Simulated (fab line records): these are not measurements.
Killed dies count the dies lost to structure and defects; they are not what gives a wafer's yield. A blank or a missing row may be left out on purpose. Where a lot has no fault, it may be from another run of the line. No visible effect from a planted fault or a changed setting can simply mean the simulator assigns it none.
2 desks looking at one fault ; flow sky130 ; each desk holds nothing but its own numbers, with what lay behind them at the end

== THE METROLOGY DESK ==
What the gauges read, lot by lot, whatever tool the lot ran on: means of the sampled wafers that have a number. Any lot whose mean is over 4 standard deviations away from the usual mean is out of limits and marked OUT; that distance is given in the brackets.
Columns: A = LDD_HVN_TW at SKY_LDD_HVN_TW_MEAS_10, usual 1447; B = CONTACT_BOW at SKY_CONTACT_BOW_MEAS_05, usual 81 um
lot;first seen here;A;B
L523;day 20 12:14;1450;78
L524;day 20 23:07;1440;77
L528;day 22 22:43;1449;82
L530;day 23 05:41;1518 (+7.1) OUT;80
L531;day 23 13:16;1523 (+7.6) OUT;81
L537;day 25 08:41;1427;78
L538;day 26 01:35;1449;89
L539;day 26 09:21;1451;80
L540;day 26 15:48;1449;80
L541;day 26 20:48;1432;80
L542;day 27 13:46;1437;79
L544;day 27 16:55;1450;87
This desk reports L530, L531 out of limits; the earliest was L530 at day 23 05:41 (LDD_HVN_TW at SKY_LDD_HVN_TW_MEAS_10). L523, L524, L528, L537, L538, L539, L540, L541, L542, L544 stayed within limits.

== TOOL OWNER'S DESK, implanter-02 ==
For each lot that ran on this tool, the mean over its sampled wafers that have a number, from the tool's own readings at SKY_LDD_HVN_IMPLANT_08. Any lot whose mean is over 4 standard deviations away from the usual mean is out of limits and marked OUT; that distance is given in the brackets.
Columns: A = doseIonsCm2 at SKY_LDD_HVN_IMPLANT_08, usual 3e+13; B = faradayCurrentUA at SKY_LDD_HVN_IMPLANT_08, usual 169
lot;first seen here;A;B
L523;day 20 11:59;3e+13;168
L530;day 23 05:28;3e+13 (+99 or more) OUT;195 (+7.5) OUT
L531;day 23 13:01;3e+13 (+99 or more) OUT;197 (+7.9) OUT
L539;day 26 09:06;3e+13;169
L540;day 26 15:34;3e+13;171
L541;day 26 20:34;3e+13;170
L544;day 27 16:41;3e+13;171
This desk's verdict: out of limits on L530, L531, starting with L530 at day 23 05:28 (doseIonsCm2 at SKY_LDD_HVN_IMPLANT_08). L523, L539, L540, L541, L544 stayed within limits.

== BROUGHT TOGETHER ==
The tool owner's desk had the chance to raise an alarm at day 23 05:28 on L530, L531.
L530, L531 would have let the metrology desk raise an alarm at day 23 05:41.
The lots listed all ran SKY_LDD_HVN_IMPLANT_08 on implanter-02.

== WHAT THE SIMULATOR HAD INSERTED ==
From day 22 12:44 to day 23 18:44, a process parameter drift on implanter-02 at SKY_LDD_HVN_IMPLANT_08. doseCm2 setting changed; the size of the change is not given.
Struck lots among those shown: L530, L531.
Delay (hours) between the fault's onset and each desk's first out-of-limits reading: 17 at the tool owner's desk, 17 at the metrology desk.
